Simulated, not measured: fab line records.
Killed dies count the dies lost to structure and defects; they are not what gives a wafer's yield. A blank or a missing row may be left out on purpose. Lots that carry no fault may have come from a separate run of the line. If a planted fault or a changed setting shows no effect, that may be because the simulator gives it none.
Split-lot trial + flow gf180mcu + 23 wafers read across 5 lots, on a route 602 steps long

== THE SPLIT ITSELF ==
At GF_V1_SPUTTER_21 (material Ti, target thk 15 nm, time 80.02 s), the setting power-w was moved away from the recipe's 2500 W on 8 of the 23 wafers read, by -8.6% to +7.3%. For the rest of the wafers, this setting stayed at what the recipe calls for.

Reading taken at the split's own step.

== THE READING ==
Ti_of_V1_SPUTTER_21.thk-nm (the simulator's own value, which no gauge read), in nm, at GF_V1_SPUTTER_21 (material Ti, target thk 15 nm, time 80.02 s). No usual value for it is given in the file. Across the 15 wafers here that went through the recipe, the average is 15.09 nm and the standard deviation 0.27 nm.

| wafer  | tool, chamber at the split | power-w as run, W | against the recipe | Ti_of_V1_SPUTTER_21.thk-nm, nm | against lot-mates on the recipe |
|--------|----------------------------|-------------------|--------------------|--------------------------------|---------------------------------|
| L074.1 | pvd-sputter-04, -          | 2420              | -3.2%              | 14.4                           | -0.82                           |
| L074.2 | pvd-sputter-04, -          | 2420              | -3.2%              | 14.67                          | -0.55                           |
| L074.3 | pvd-sputter-04, -          | 2420              | -3.2%              | 14.91                          | -0.31                           |
| L074.5 | pvd-sputter-04, -          | 2500              | recipe             | 15.29                          | -                               |
| L074.6 | pvd-sputter-04, -          | 2500              | recipe             | 15.15                          | -                               |
| L076.1 | pvd-sputter-04, -          | 2500              | recipe             | 14.95                          | -                               |
| L076.3 | pvd-sputter-04, -          | 2500              | recipe             | 14.63                          | -                               |
| L076.6 | pvd-sputter-04, -          | 2500              | recipe             | 14.92                          | -                               |
| L080.1 | pvd-sputter-02, -          | 2285              | -8.6%              | 13.9                           | -1.24                           |
| L080.2 | pvd-sputter-02, -          | 2500              | recipe             | 15.19                          | -                               |
| L080.3 | pvd-sputter-02, -          | 2285              | -8.6%              | 13.73                          | -1.41                           |
| L080.4 | pvd-sputter-02, -          | 2500              | recipe             | 15.1                           | -                               |
| L080.5 | pvd-sputter-02, -          | 2285              | -8.6%              | 14.01                          | -1.13                           |
| L082.1 | pvd-sputter-03, -          | 2500              | recipe             | 15.32                          | -                               |
| L082.2 | pvd-sputter-03, -          | 2500              | recipe             | 15.55                          | -                               |
| L082.3 | pvd-sputter-03, -          | 2500              | recipe             | 15.31                          | -                               |
| L082.4 | pvd-sputter-03, -          | 2500              | recipe             | 15.05                          | -                               |
| L082.6 | pvd-sputter-03, -          | 2500              | recipe             | 15.5                           | -                               |
| L083.1 | pvd-sputter-03, -          | 2683              | +7.3%              | 15.88                          | +1.07                           |
| L083.3 | pvd-sputter-03, -          | 2500              | recipe             | 14.67                          | -                               |
| L083.4 | pvd-sputter-03, -          | 2683              | +7.3%              | 16.15                          | +1.34                           |
| L083.5 | pvd-sputter-03, -          | 2500              | recipe             | 14.79                          | -                               |
| L083.6 | pvd-sputter-03, -          | 2500              | recipe             | 14.96                          | -                               |

FIT RESULTS
A straight line over all 23 wafers: Ti_of_V1_SPUTTER_21.thk-nm changes by +0.135 nm for each +1% of power-w; r = +0.91; the points scatter about the line by 0.25 nm.
The same after taking each lot's own level away (the mean of its wafers on the recipe; 23 wafers): +0.155 nm for each +1%; r = +0.97; scatter 0.16 nm.
On that fit, the largest move of power-w shifts the reading by 1.3 nm.
Across the lots, their own levels run from 14.807 to 15.346 nm, a range of 2.0 times the standard deviation given above.
Hence the slope depends on the lot-to-lot level, as the two fits are not the same.
Check: with one of the wafers moved furthest among these (-8.6%) left out of the fit, the line predicts -1.35 nm for it against its lot-mates. It came out at -1.24 nm against them.

== THESE WAFERS: OTHER SPLITS ==
Note: prior to the reading, these wafers also went through further splits. Each is held against what the fit with the lots' levels taken away leaves over:
| other split on the same wafers  | wafers away from the commonest value | r with Ti_of_V1_SPUTTER_21.thk-nm (lot level and that fit taken away) |
|---------------------------------|--------------------------------------|-----------------------------------------------------------------------|
| GF_V1_CVD_02 time-s             | 9                                    | -0.18                                                                 |
| GF_V1_CMP_04 leave-above-ref-nm | 11                                   | +0.14                                                                 |

== FILE'S OWN FIT ==
Ti_of_V1_SPUTTER_21.thk-nm changes by +0.156 nm for each +1% of power-w, r = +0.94.
